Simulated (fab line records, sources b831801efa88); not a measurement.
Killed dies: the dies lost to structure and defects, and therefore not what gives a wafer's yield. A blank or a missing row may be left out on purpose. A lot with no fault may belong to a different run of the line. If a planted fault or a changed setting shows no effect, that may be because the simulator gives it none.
What tool caused it? :: flow sfq_line :: 13 lots with 39 wafers sampled at 6 steps, on a route of 325 steps

== WHAT EACH GAUGE READ, for each wafer ==
SFQ_L0_THK_MEAS_902: measures by xrf.
lot: L511
measured: day 1 12:41
on: film_metro-02
L0_MONX_KI_THK (nm): 40.4 40.4 40.4

lot: L512
measured: day 1 17:41
on: film_metro-01
L0_MONX_KI_THK (nm): 40.1 40.0 40.4

lot: L514
measured: day 2 03:41
on: film_metro-01
L0_MONX_KI_THK (nm): 39.5 39.8 40.4

lot: L515
measured: day 2 08:41
on: film_metro-04
L0_MONX_KI_THK (nm): 40.5 40.2 39.8

lot: L516
measured: day 2 13:42
on: film_metro-01
L0_MONX_KI_THK (nm): 39.5 40.0 39.4

lot: L518
measured: day 2 23:41
on: film_metro-04
L0_MONX_KI_THK (nm): 40.5 40.4 39.9

lot: L519
measured: day 3 04:41
on: film_metro-02
L0_MONX_KI_THK (nm): 40.6 40.2 40.4

lot: L521
measured: day 3 14:42
on: film_metro-02
L0_MONX_KI_THK (nm): 39.8 40.9 40.4

lot: L522
measured: day 3 19:41
on: film_metro-02
L0_MONX_KI_THK (nm): 40.0 40.1 40.0

lot: L523
measured: day 4 00:41
on: film_metro-02
L0_MONX_KI_THK (nm): 40.5 40.5 40.3

lot: L528
measured: day 5 01:41
on: film_metro-01
L0_MONX_KI_THK (nm): 39.3 39.0 39.3

lot: L533
measured: day 6 02:42
on: film_metro-01
L0_MONX_KI_THK (nm): 40.3 39.9 40.0

lot: L534
measured: day 6 07:41
on: film_metro-01
L0_MONX_KI_THK (nm): 39.8 39.6 39.6

SFQ_I0_BOW_MEAS_907.
lot: L511
measured: day 7 06:05
on: film_metro-03
I0_BOW (um): 5 4 11

lot: L512
measured: day 7 13:16
on: film_metro-02
I0_BOW (um): -2 12 5

lot: L514
measured: day 8 04:13
on: film_metro-02
I0_BOW (um): 3 4 -12

lot: L515
measured: day 8 07:14
on: film_metro-04
I0_BOW (um): 6 1 7

lot: L516
measured: day 8 11:20
on: film_metro-03
I0_BOW (um): 2 -10 -2

lot: L518
measured: day 8 17:19
on: film_metro-02
I0_BOW (um): -6 3 -1

lot: L519
measured: day 8 20:19
on: film_metro-03
I0_BOW (um): -2 16 8

lot: L521
measured: day 9 08:20
on: film_metro-02
I0_BOW (um): 7 5 11

lot: L522
measured: day 9 11:19
on: film_metro-02
I0_BOW (um): -1 -14 -9

lot: L523
measured: day 9 18:22
on: film_metro-02
I0_BOW (um): -3 -6 -1

lot: L528
measured: day 10 19:00
on: film_metro-04
I0_BOW (um): -6 3 1

lot: L533
measured: day 12 04:03
on: film_metro-04
I0_BOW (um): -1 12 13

lot: L534
measured: day 12 06:25
on: film_metro-04
I0_BOW (um): -6 9 -3

SFQ_M1_RS_MEAS_909: a four-point-probe measurement.
lot: L511
measured: day 10 16:38
on: film_metro-03
M1_NB_RS (ohm/sq): 0.891 0.895 0.897

lot: L512
measured: day 11 03:25
on: film_metro-01
M1_NB_RS (ohm/sq): 0.873 0.879 0.875

lot: L514
measured: day 11 22:37
on: film_metro-03
M1_NB_RS (ohm/sq): 0.895 0.894 0.897

lot: L515
measured: day 12 02:14
on: film_metro-01
M1_NB_RS (ohm/sq): 0.885 0.883 0.891

lot: L516
measured: day 12 07:04
on: film_metro-01
M1_NB_RS (ohm/sq): 0.902 0.897 0.900

lot: L518
measured: day 12 15:26
on: film_metro-02
M1_NB_RS (ohm/sq): 0.905 0.896 0.894

lot: L519
measured: day 12 20:16
on: film_metro-01
M1_NB_RS (ohm/sq): 0.895 0.887 0.886

lot: L521
measured: day 13 09:32
on: film_metro-02
M1_NB_RS (ohm/sq): 0.903 0.902 0.897

lot: L522
measured: day 13 13:02
on: film_metro-03
M1_NB_RS (ohm/sq): 0.877 0.879 0.873

lot: L523
measured: day 13 21:26
on: film_metro-02
M1_NB_RS (ohm/sq): 0.886 0.894 0.881

lot: L528
measured: day 15 07:52
on: film_metro-02
M1_NB_RS (ohm/sq): 0.905 0.905 0.909

lot: L533
measured: day 16 23:20
on: film_metro-01
M1_NB_RS (ohm/sq): 0.909 0.661 0.671

lot: L534
measured: day 17 01:41
on: film_metro-02
M1_NB_RS (ohm/sq): 0.901 0.905 0.912

SFQ_M2_OVL_MEAS_916.
lot: L511
measured: day 22 06:41
on: overlay-02
M2_OVL (nm): -5 -13 -10

lot: L512
measured: day 22 20:53
on: overlay-01
M2_OVL (nm): -5 -5 5

lot: L514
measured: day 23 23:17
on: overlay-02
M2_OVL (nm): -13 -4 -9

lot: L515
measured: day 24 07:41
on: overlay-02
M2_OVL (nm): 13 -5 13

lot: L516
measured: day 24 16:05
on: overlay-02
M2_OVL (nm): -11 -2 -4

lot: L518
measured: day 24 22:05
on: overlay-02
M2_OVL (nm): -10 -7 -10

lot: L519
measured: day 24 23:17
on: overlay-02
M2_OVL (nm): -9 7 -4

lot: L521
measured: day 25 01:41
on: overlay-02
M2_OVL (nm): -8 5 1

lot: L522
measured: day 25 02:53
on: overlay-02
M2_OVL (nm): -5 -21 -11

lot: L523
measured: day 25 04:05
on: overlay-02
M2_OVL (nm): -14 -13 -8

lot: L528
measured: day 25 10:05
on: overlay-02
M2_OVL (nm): -9 -10 -3

lot: L533
measured: day 25 16:05
on: overlay-02
M2_OVL (nm): 0 1 -1

lot: L534
measured: day 25 17:17
on: overlay-02
M2_OVL (nm): 2 4 -4

== WHAT TOOL EACH LOT RAN ON (gives the tool, then ch and the chambers of the sampled wafers, and finally the start) ==
lot: L511
SFQ_TRILAYER_M1_DEP_SPUTTER_037: pvd_sputter-05, day 10 16:32
SFQ_TRILAYER_M1_ETCH_METAL_ETCH_042: rie_metal-02 ch 0, day 15 00:59

lot: L512
SFQ_TRILAYER_M1_DEP_SPUTTER_037: pvd_sputter-06, day 11 03:20
SFQ_TRILAYER_M1_ETCH_METAL_ETCH_042: rie_metal-01 ch 0,1, day 15 15:05

lot: L514
SFQ_TRILAYER_M1_DEP_SPUTTER_037: pvd_sputter-05, day 11 22:32
SFQ_TRILAYER_M1_ETCH_METAL_ETCH_042: rie_metal-04 ch 0,1, day 16 12:41

lot: L515
SFQ_TRILAYER_M1_DEP_SPUTTER_037: pvd_sputter-06, day 12 02:08
SFQ_TRILAYER_M1_ETCH_METAL_ETCH_042: rie_metal-04 ch 0,1, day 16 17:31

lot: L516
SFQ_TRILAYER_M1_DEP_SPUTTER_037: pvd_sputter-03, day 12 06:56
SFQ_TRILAYER_M1_ETCH_METAL_ETCH_042: rie_metal-01 ch 0,1, day 16 23:32

lot: L518
SFQ_TRILAYER_M1_DEP_SPUTTER_037: pvd_sputter-03, day 12 15:20
SFQ_TRILAYER_M1_ETCH_METAL_ETCH_042: rie_metal-04 ch 0,1, day 17 11:29

lot: L519
SFQ_TRILAYER_M1_DEP_SPUTTER_037: pvd_sputter-03, day 12 20:09
SFQ_TRILAYER_M1_ETCH_METAL_ETCH_042: rie_metal-02 ch 0,1, day 17 16:17

lot: L521
SFQ_TRILAYER_M1_DEP_SPUTTER_037: pvd_sputter-06, day 13 09:25
SFQ_TRILAYER_M1_ETCH_METAL_ETCH_042: rie_metal-04 ch 0,1, day 18 12:25

lot: L522
SFQ_TRILAYER_M1_DEP_SPUTTER_037: pvd_sputter-03, day 13 12:56
SFQ_TRILAYER_M1_ETCH_METAL_ETCH_042: rie_metal-04 ch 0,1, day 18 17:11

lot: L523
SFQ_TRILAYER_M1_DEP_SPUTTER_037: pvd_sputter-05, day 13 21:20
SFQ_TRILAYER_M1_ETCH_METAL_ETCH_042: rie_metal-01 ch 0,1, day 18 23:11

lot: L528
SFQ_TRILAYER_M1_DEP_SPUTTER_037: pvd_sputter-06, day 15 07:47
SFQ_TRILAYER_M1_ETCH_METAL_ETCH_042: rie_metal-02 ch 0, day 20 14:20

lot: L533
SFQ_TRILAYER_M1_DEP_SPUTTER_037: pvd_sputter-03, day 16 23:12
SFQ_TRILAYER_M1_ETCH_METAL_ETCH_042: rie_metal-01 ch 0, day 22 09:07

lot: L534
SFQ_TRILAYER_M1_DEP_SPUTTER_037: pvd_sputter-05, day 17 01:36
SFQ_TRILAYER_M1_ETCH_METAL_ETCH_042: rie_metal-04 ch 0,1, day 22 11:23
- SFQ_TRILAYER_M1_DEP_SPUTTER_037: material Nb, target thk 200 nm, time 133.3 s.
- SFQ_TRILAYER_M1_ETCH_METAL_ETCH_042: etches Nb in Cl2/Ar, stops on SiO2, target depth 240 nm, time 120 s.

== AS READ BY THE TOOLS THEMSELVES (means over the sampled wafers that have a number; for cases with no such wafer, the mark the record gives instead) ==
SFQ_TRILAYER_M1_DEP_SPUTTER_037.
lot: L511
tool: pvd_sputter-05
resputter_cathode_voltage_v (V): 396
throttle_valve_pct (%): 29.7

lot: L512
tool: pvd_sputter-06
resputter_cathode_voltage_v (V): 400
throttle_valve_pct (%): 29.1

lot: L514
tool: pvd_sputter-05
resputter_cathode_voltage_v (V): 399
throttle_valve_pct (%): 30.3

lot: L515
tool: pvd_sputter-06
resputter_cathode_voltage_v (V): 394
throttle_valve_pct (%): 30.9

lot: L516
tool: pvd_sputter-03
resputter_cathode_voltage_v (V): 402
throttle_valve_pct (%): 30.3

lot: L518
tool: pvd_sputter-03
resputter_cathode_voltage_v (V): 397
throttle_valve_pct (%): 30.8

lot: L519
tool: pvd_sputter-03
resputter_cathode_voltage_v (V): 400
throttle_valve_pct (%): 29.0

lot: L521
tool: pvd_sputter-06
resputter_cathode_voltage_v (V): 403
throttle_valve_pct (%): 30.4

lot: L522
tool: pvd_sputter-03
resputter_cathode_voltage_v (V): 406
throttle_valve_pct (%): 30.7

lot: L523
tool: pvd_sputter-05
resputter_cathode_voltage_v (V): 397
throttle_valve_pct (%): 29.8

lot: L528
tool: pvd_sputter-06
resputter_cathode_voltage_v (V): 397
throttle_valve_pct (%): 29.1

lot: L533
tool: pvd_sputter-03
resputter_cathode_voltage_v (V): 399
throttle_valve_pct (%): 28.3

lot: L534
tool: pvd_sputter-05
resputter_cathode_voltage_v (V): 400
throttle_valve_pct (%): 30.1

SFQ_TRILAYER_M1_ETCH_METAL_ETCH_042.
lot: L511
tool: rie_metal-02
drypump_motor_current_A (A): 5.48
oes_product_au (a.u.): 0.891

lot: L512
tool: rie_metal-01
drypump_motor_current_A (A): 5.37
oes_product_au (a.u.): 0.899

lot: L514
tool: rie_metal-04
drypump_motor_current_A (A): 5.26
oes_product_au (a.u.): 0.887

lot: L515
tool: rie_metal-04
drypump_motor_current_A (A): 5.26
oes_product_au (a.u.): 0.898

lot: L516
tool: rie_metal-01
drypump_motor_current_A (A): 5.38
oes_product_au (a.u.): 0.890

lot: L518
tool: rie_metal-04
drypump_motor_current_A (A): 5.26
oes_product_au (a.u.): 0.885

lot: L519
tool: rie_metal-02
drypump_motor_current_A (A): 5.59
oes_product_au (a.u.): 0.895

lot: L521
tool: rie_metal-04
drypump_motor_current_A (A): 5.07
oes_product_au (a.u.): 0.890

lot: L522
tool: rie_metal-04
drypump_motor_current_A (A): 5.07
oes_product_au (a.u.): 0.898

lot: L523
tool: rie_metal-01
drypump_motor_current_A (A): 5.37
oes_product_au (a.u.): 0.902

lot: L528
tool: rie_metal-02
drypump_motor_current_A (A): 5.48
oes_product_au (a.u.): 0.885

lot: L533
tool: rie_metal-01
drypump_motor_current_A (A): 5.33
oes_product_au (a.u.): 0.966

lot: L534
tool: rie_metal-04
drypump_motor_current_A (A): 5.26
oes_product_au (a.u.): 0.890

== THE ANSWER, worked out from the rows above alone ==
Rule: what is usual is taken from the lots themselves. Put in order of their means at a reading, lots are off if they are a third of the lots or fewer, leave a main group of 4 or more, and stand apart from it by a gap of 3 or more times the standard deviation of the main group's means; of several such gaps the widest counts. A main group whose means are all the same, to the digits that the tables above print for the reading, isn't used. A lot without any number at a reading at which 4 lots or more have one is off too. All remaining lots with rows at the step are treated as sound. After the gauges, taken in route order, come the tools' own readings; for these a lot's mean is taken, as printed above. The first step at which some lot is off is used, and at that step the reading that is off furthest; a lot without a number counts as furthest.
Off: L533, seen at SFQ_M1_RS_MEAS_909 (M1_NB_RS). The main group: mean 0.893 ohm/sq, standard deviation 0.0098.
If a tool, at a process step before that reading, ran all the lots that are off and no sound lot after the first of them, it fits. The gauges at SFQ_M1_RS_MEAS_909 aren't tried: what is off there is off at SFQ_TRILAYER_M1_ETCH_METAL_ETCH_042 too, on other tools, and a gauge's error can't cause that. One fits: SFQ_TRILAYER_M1_DEP_SPUTTER_037 on pvd_sputter-03. Its last sound lot is L522 (day 13 12:56), its first lot that is off L533 (day 16 23:12): a fault that began between those two fits.

== WHAT HAD BEEN PUT IN BY THE SIMULATOR ==
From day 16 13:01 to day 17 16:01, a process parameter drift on pvd_sputter-03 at SFQ_TRILAYER_M1_DEP_SPUTTER_037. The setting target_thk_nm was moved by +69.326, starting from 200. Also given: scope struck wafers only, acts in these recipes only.
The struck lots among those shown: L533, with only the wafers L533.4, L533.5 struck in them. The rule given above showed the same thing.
